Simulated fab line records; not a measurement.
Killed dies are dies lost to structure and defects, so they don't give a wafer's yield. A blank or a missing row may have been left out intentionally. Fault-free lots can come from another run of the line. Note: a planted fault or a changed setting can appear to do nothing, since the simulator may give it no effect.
Chamber matching	flow gf180mcu	cmp-02 running GF_V1_CMP_26: 4 sister chambers
The step polishes, stops on SiO2, t overpolish 15 s, target thk 0 nm. 15 wafers are shown with their chamber, then 7 later ones without.

== WAFERS, EACH WITH ITS CHAMBER ==
wafer	chamber	motor-current-A (A)	time-to-endpoint-s (s)	overpolish-run-s (s)
L266.2	3	12.1	77	15.006
L266.3	1	9.8	77	14.992
L266.5	2	10.9	81	15.005
L267.3	1	9.3	83	14.996
L267.4	3	12.2	83	15.002
L267.5	0	11.3	78	14.994
L270.1	3	12.1	77	14.994
L270.2	2	10.4	82	14.992
L270.5	1	9.7	76	15.005
L272.1	0	10.9	80	15.005
L272.2	1	9.7	80	14.996
L272.4	2	10.4	79	15.008
L274.4	3	12.1	77	14.989
L274.5	0	12.1	78	15.017
L274.6	3	12.9	76	15.016

SIGNATURES (averages over the wafers above)
reading	chamber 0	chamber 1	chamber 2	chamber 3	scatter within a chamber
motor-current-A	11.433	9.625	10.567	12.280	0.375
time-to-endpoint-s	78.67	79.00	80.67	78.00	2.51
overpolish-run-s	15.00533	14.99725	15.00167	15.00140	0.00926
Rule: a wafer lies at a distance from a chamber equal to the root of the sum of squares, over the readings, of (its reading less the chamber's mean, divided by the reading's scatter). The wafer belongs to the nearest chamber; if the next one is less than 2 further off, it can't be placed. The scatter: take each reading less its chamber's mean, square it, sum over the shown wafers, divide by the number of wafers less the number of chambers, and take the root.

== WAFERS WITHOUT THEIR CHAMBER ==
wafer	motor-current-A (A)	time-to-endpoint-s (s)	overpolish-run-s (s)
L275.2	12.3	79	15.003
L275.4	11.7	81	15.004
L275.6	9.4	82	14.993
L280.3	12.4	84	14.999
L280.4	11.9	79	15.005
L284.2	10.7	84	14.990
L284.3	12.5	81	15.004

== CHAMBER TAKEN BY EACH ==
wafer	from the rows above	in truth
L275.2	can't be placed: 3 or 0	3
L275.4	can't be placed: 0 or 3 or 2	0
L275.6	can't be placed: 1 or 2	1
L280.3	can't be placed: 3 or 0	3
L280.4	can't be placed: 3 or 0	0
L284.2	can't be placed: 2 or 0 or 1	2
L284.3	can't be placed: 3 or 0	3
Correct placement for 0 of the 7. These rows do not allow placing 7 (true chamber among the candidates in 7). Number placed wrongly: 0.
